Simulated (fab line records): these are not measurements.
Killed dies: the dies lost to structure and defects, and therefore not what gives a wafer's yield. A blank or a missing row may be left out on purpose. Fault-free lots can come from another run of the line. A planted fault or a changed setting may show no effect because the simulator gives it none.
Which of the tools did it? :: flow sky130 :: Sampling: 15 lots, 45 wafers, 4 of 708 route steps

== WHAT THE GAUGES READ, wafer by wafer ==
SKY_FIELD_ISO_THK_MEAS_23. Usual: FIELD_ISO_OXIDATION_01_THK gives 10.03 nm (standard deviation 0.24).
lot: L221
measured: day 2 09:02
on: film-metro-02
FIELD_ISO_OXIDATION_01_THK (nm): 10.16 10.10 10.22
flag: 

lot: L223
measured: day 2 19:15
on: film-metro-02
FIELD_ISO_OXIDATION_01_THK (nm): 9.79 9.99 9.79
flag: 

lot: L224
measured: day 3 00:42
on: film-metro-04
FIELD_ISO_OXIDATION_01_THK (nm): 10.51 10.33 10.29
flag: 

lot: L225
measured: day 3 03:46
on: film-metro-02
FIELD_ISO_OXIDATION_01_THK (nm): 9.84 9.92 9.92
flag: 

lot: L226
measured: day 3 09:48
on: film-metro-02
FIELD_ISO_OXIDATION_01_THK (nm): 10.43 10.22 10.31
flag: 

lot: L227
measured: day 3 16:23
on: film-metro-04
FIELD_ISO_OXIDATION_01_THK (nm): 9.98 9.90 9.98
flag: 

lot: L228
measured: day 3 20:50
on: film-metro-01
FIELD_ISO_OXIDATION_01_THK (nm): 10.01 10.13 10.02
flag: 

lot: L229
measured: day 4 02:20
on: film-metro-01
FIELD_ISO_OXIDATION_01_THK (nm): 10.11 10.28 10.37
flag: 

lot: L233
measured: day 4 23:26
on: film-metro-01
FIELD_ISO_OXIDATION_01_THK (nm): 9.90 9.94 9.94
flag: 

lot: L234
measured: day 5 04:50
on: film-metro-02
FIELD_ISO_OXIDATION_01_THK (nm): 9.92 9.95 9.91
flag: 

lot: L235
measured: day 5 11:12
on: film-metro-02
FIELD_ISO_OXIDATION_01_THK (nm): 9.92 9.96 9.87
flag: 

lot: L236
measured: day 5 15:23
on: film-metro-01
FIELD_ISO_OXIDATION_01_THK (nm): 9.79 9.91 10.05
flag: 

lot: L240
measured: day 6 11:07
on: film-metro-01
FIELD_ISO_OXIDATION_01_THK (nm): 9.79 9.71 9.81
flag: 

lot: L243
measured: day 7 02:21
on: film-metro-04
FIELD_ISO_OXIDATION_01_THK (nm): 9.41 9.45 9.36
flag: 

lot: L244
measured: day 7 06:35
on: film-metro-04
FIELD_ISO_OXIDATION_01_THK (nm): 10.38 10.68 10.57
flag: 

SKY_GATE_OXIDE_TW_MEAS_14. Usual: GATE_OXIDE_TW gives 223.3 (standard deviation 2.7).
lot: L221
measured: day 14 01:25
on: film-metro-04
GATE_OXIDE_TW: 226.5 226.7 226.1
flag: 

lot: L223
measured: day 14 15:53
on: film-metro-01
GATE_OXIDE_TW: 225.9 223.8 224.2
flag: 

lot: L224
measured: day 14 19:50
on: film-metro-04
GATE_OXIDE_TW: 226.5 227.0 227.9
flag: 

lot: L225
measured: day 15 10:43
on: film-metro-03
GATE_OXIDE_TW: 221.2 220.8 220.7
flag: 

lot: L226
measured: day 15 03:49
on: film-metro-04
GATE_OXIDE_TW: 225.4 226.3 225.8
flag: 

lot: L227
measured: day 15 23:01
on: film-metro-03
GATE_OXIDE_TW: 221.8 221.9 220.7
flag: 

lot: L228
measured: day 16 10:14
on: film-metro-01
GATE_OXIDE_TW: 227.1 226.7 227.2
flag: 

lot: L229
measured: day 17 00:20
on: film-metro-03
GATE_OXIDE_TW: 219.3 220.6 219.5
flag: 

lot: L233
measured: day 18 13:34
on: film-metro-01
GATE_OXIDE_TW: 225.0 223.8 225.3
flag: 

lot: L234
measured: day 18 14:23
on: film-metro-03
GATE_OXIDE_TW: 220.8 218.9 220.3
flag: 

lot: L235
measured: day 19 00:47
on: film-metro-04
GATE_OXIDE_TW: 225.0 224.7 225.8
flag: 

lot: L236
measured: day 19 07:40
on: film-metro-03
GATE_OXIDE_TW: 219.4 219.9 220.8
flag: 

lot: L240
measured: day 20 11:28
on: film-metro-03
GATE_OXIDE_TW: 219.2 219.3 219.1
flag: 

lot: L243
measured: day 21 17:29
on: film-metro-01
GATE_OXIDE_TW: 227.3 225.0 225.1
flag: 

lot: L244
measured: day 21 21:58
on: film-metro-04
GATE_OXIDE_TW: 225.9 226.5 226.1
flag: 

== TOOL THAT RAN EACH LOT (tool first, then ch and the chambers of the sampled wafers, then the start) ==
lot: L221
SKY_DNWELL_STRIP_08: plasma-asher-03 ch 0,1, day 3 07:17
SKY_NWELL_EXPOSE_07: iline-stepper-02 ch 0, day 4 08:35

lot: L223
SKY_DNWELL_STRIP_08: plasma-asher-03 ch 0,1, day 3 17:44
SKY_NWELL_EXPOSE_07: iline-stepper-01 ch 0, day 4 19:49

lot: L224
SKY_DNWELL_STRIP_08: plasma-asher-03 ch 0,1, day 3 22:01
SKY_NWELL_EXPOSE_07: iline-stepper-02 ch 0, day 4 22:30

lot: L225
SKY_DNWELL_STRIP_08: plasma-asher-04 ch 0,1, day 4 01:52
SKY_NWELL_EXPOSE_07: iline-stepper-02 ch 0, day 5 03:13

lot: L226
SKY_DNWELL_STRIP_08: plasma-asher-04 ch 1, day 4 06:05
SKY_NWELL_EXPOSE_07: iline-stepper-01 ch 0, day 5 07:34

lot: L227
SKY_DNWELL_STRIP_08: plasma-asher-04 ch 0,1, day 4 14:20
SKY_NWELL_EXPOSE_07: iline-stepper-01 ch 0, day 5 15:52

lot: L228
SKY_DNWELL_STRIP_08: plasma-asher-04 ch 0,1, day 4 20:26
SKY_NWELL_EXPOSE_07: iline-stepper-02 ch 0, day 5 21:25

lot: L229
SKY_DNWELL_STRIP_08: plasma-asher-01 ch 0,1, day 5 02:23
SKY_NWELL_EXPOSE_07: iline-stepper-02 ch 0, day 6 05:24

lot: L233
SKY_DNWELL_STRIP_08: plasma-asher-01 ch 0,1, day 6 02:14
SKY_NWELL_EXPOSE_07: iline-stepper-01 ch 0, day 7 07:35

lot: L234
SKY_DNWELL_STRIP_08: plasma-asher-04 ch 0,1, day 6 05:41
SKY_NWELL_EXPOSE_07: iline-stepper-02, day 7 10:38

lot: L235
SKY_DNWELL_STRIP_08: plasma-asher-01 ch 0,1, day 6 13:19
SKY_NWELL_EXPOSE_07: iline-stepper-02, day 7 19:11

lot: L236
SKY_DNWELL_STRIP_08: plasma-asher-04 ch 0, day 6 16:17
SKY_NWELL_EXPOSE_07: iline-stepper-01, day 7 22:55

lot: L240
SKY_DNWELL_STRIP_08: plasma-asher-03 ch 0,1, day 7 10:26
SKY_NWELL_EXPOSE_07: iline-stepper-01 ch 0, day 8 17:40

lot: L243
SKY_DNWELL_STRIP_08: plasma-asher-03 ch 0, day 8 05:08
SKY_NWELL_EXPOSE_07: iline-stepper-02 ch 0, day 9 12:21

lot: L244
SKY_DNWELL_STRIP_08: plasma-asher-03 ch 0,1, day 8 09:20
SKY_NWELL_EXPOSE_07: iline-stepper-01 ch 0, day 9 17:07
- SKY_DNWELL_STRIP_08: strips in O2/N2.
- SKY_NWELL_EXPOSE_07: exposes mask NWM, target cd 840 nm.

== WHAT THE TOOLS THEMSELVES READ (means of the sampled wafers that have a number; where no wafer has one, the mark that the record gives instead) ==
SKY_DNWELL_STRIP_08. Usual: drypump-motor-current-A 5.6 A, standard deviation 0.34; oes-product-au 0.722 a.u., standard deviation 0.0047; strip-time-to-endpoint-s 36.91 s, standard deviation 0.1.
lot: L221
tool: plasma-asher-03
drypump-motor-current-A (A): 5.6
oes-product-au (a.u.): 0.720
strip-time-to-endpoint-s (s): 36.86
flag: 

lot: L223
tool: plasma-asher-03
drypump-motor-current-A (A): 5.8
oes-product-au (a.u.): 0.723
strip-time-to-endpoint-s (s): 36.75
flag: 

lot: L224
tool: plasma-asher-03
drypump-motor-current-A (A): 5.8
oes-product-au (a.u.): 0.723
strip-time-to-endpoint-s (s): 36.85
flag: 

lot: L225
tool: plasma-asher-04
drypump-motor-current-A (A): 5.7
oes-product-au (a.u.): 0.721
strip-time-to-endpoint-s (s): 36.93
flag: 

lot: L226
tool: plasma-asher-04
drypump-motor-current-A (A): 5.6
oes-product-au (a.u.): 0.721
strip-time-to-endpoint-s (s): 36.86
flag: 

lot: L227
tool: plasma-asher-04
drypump-motor-current-A (A): 5.6
oes-product-au (a.u.): 0.721
strip-time-to-endpoint-s (s): 37.07
flag: 

lot: L228
tool: plasma-asher-04
drypump-motor-current-A (A): 5.7
oes-product-au (a.u.): 0.721
strip-time-to-endpoint-s (s): 36.81
flag: 

lot: L229
tool: plasma-asher-01
drypump-motor-current-A (A): 5.5
oes-product-au (a.u.): 0.726
strip-time-to-endpoint-s (s): 36.83
flag: 

lot: L233
tool: plasma-asher-01
drypump-motor-current-A (A): 5.1
oes-product-au (a.u.): 0.719
strip-time-to-endpoint-s (s): 37.09
flag: 

lot: L234
tool: plasma-asher-04
drypump-motor-current-A (A): 5.6
oes-product-au (a.u.): 0.725
strip-time-to-endpoint-s (s): 36.86
flag: 

lot: L235
tool: plasma-asher-01
drypump-motor-current-A (A): 5.1
oes-product-au (a.u.): 0.718
strip-time-to-endpoint-s (s): 36.84
flag: 

lot: L236
tool: plasma-asher-04
drypump-motor-current-A (A): 5.7
oes-product-au (a.u.): 0.720
strip-time-to-endpoint-s (s): 36.95
flag: 

lot: L240
tool: plasma-asher-03
drypump-motor-current-A (A): 5.8
oes-product-au (a.u.): 0.723
strip-time-to-endpoint-s (s): 36.87
flag: 

lot: L243
tool: plasma-asher-03
drypump-motor-current-A (A): 5.9
oes-product-au (a.u.): 0.720
strip-time-to-endpoint-s (s): 37.04
flag: 

lot: L244
tool: plasma-asher-03
drypump-motor-current-A (A): 5.7
oes-product-au (a.u.): 0.719
strip-time-to-endpoint-s (s): 36.87
flag: 

SKY_NWELL_EXPOSE_07. Usual: exposure-dose-mJ-cm2 254.95, standard deviation 0.26; focus-offset-nm 0.1 nm, standard deviation 0.48.
lot: L221
tool: iline-stepper-02
exposure-dose-mJ-cm2: 255.26
focus-offset-nm (nm): 0.6
flag: 

lot: L223
tool: iline-stepper-01
exposure-dose-mJ-cm2: 254.80
focus-offset-nm (nm): 0.3
flag: 

lot: L224
tool: iline-stepper-02
exposure-dose-mJ-cm2: 255.15
focus-offset-nm (nm): -0.2
flag: 

lot: L225
tool: iline-stepper-02
exposure-dose-mJ-cm2: 255.00
focus-offset-nm (nm): 0.3
flag: 

lot: L226
tool: iline-stepper-01
exposure-dose-mJ-cm2: 255.12
focus-offset-nm (nm): 0.1
flag: 

lot: L227
tool: iline-stepper-01
exposure-dose-mJ-cm2: 254.83
focus-offset-nm (nm): 0.4
flag: 

lot: L228
tool: iline-stepper-02
exposure-dose-mJ-cm2: 255.15
focus-offset-nm (nm): 0.6
flag: 

lot: L229
tool: iline-stepper-02
exposure-dose-mJ-cm2: 254.94
focus-offset-nm (nm): -0.4
flag: 

lot: L233
tool: iline-stepper-01
exposure-dose-mJ-cm2: 254.81
focus-offset-nm (nm): 0.6
flag: 

lot: L234
tool: iline-stepper-02
exposure-dose-mJ-cm2: -
focus-offset-nm (nm): -
flag: OFF

lot: L235
tool: iline-stepper-02
exposure-dose-mJ-cm2: -
focus-offset-nm (nm): -
flag: OFF

lot: L236
tool: iline-stepper-01
exposure-dose-mJ-cm2: -
focus-offset-nm (nm): -
flag: OFF

lot: L240
tool: iline-stepper-01
exposure-dose-mJ-cm2: 254.95
focus-offset-nm (nm): -0.1
flag: 

lot: L243
tool: iline-stepper-02
exposure-dose-mJ-cm2: 255.39
focus-offset-nm (nm): 0.3
flag: 

lot: L244
tool: iline-stepper-01
exposure-dose-mJ-cm2: 254.81
focus-offset-nm (nm): -0.3
flag: 

== THE ANSWER, worked out from the rows above alone ==
Rule: a lot counts as off when the mean over its wafers that have a number is more than 3 standard deviations away from the usual mean. Also off: a lot with no number at a reading for which 4 or more lots have one. The other lots that the step has rows for count as sound. Order of review: gauges by route order, followed by the tools' own readings, for which a lot's mean as printed above is used. At the first step where some lot is off, the reading lying furthest off is the one used; lots without a number count as furthest.
Off, at SKY_NWELL_EXPOSE_07 on exposure-dose-mJ-cm2: L234, L235, L236. Without a number there: L234, L235, L236.
A tool fits if, at that step or a process step before it, it ran every lot that is off, and no sound lot after the first of them. Not one of the candidates tried fits.

== WHAT THE SIMULATOR PUT IN ==
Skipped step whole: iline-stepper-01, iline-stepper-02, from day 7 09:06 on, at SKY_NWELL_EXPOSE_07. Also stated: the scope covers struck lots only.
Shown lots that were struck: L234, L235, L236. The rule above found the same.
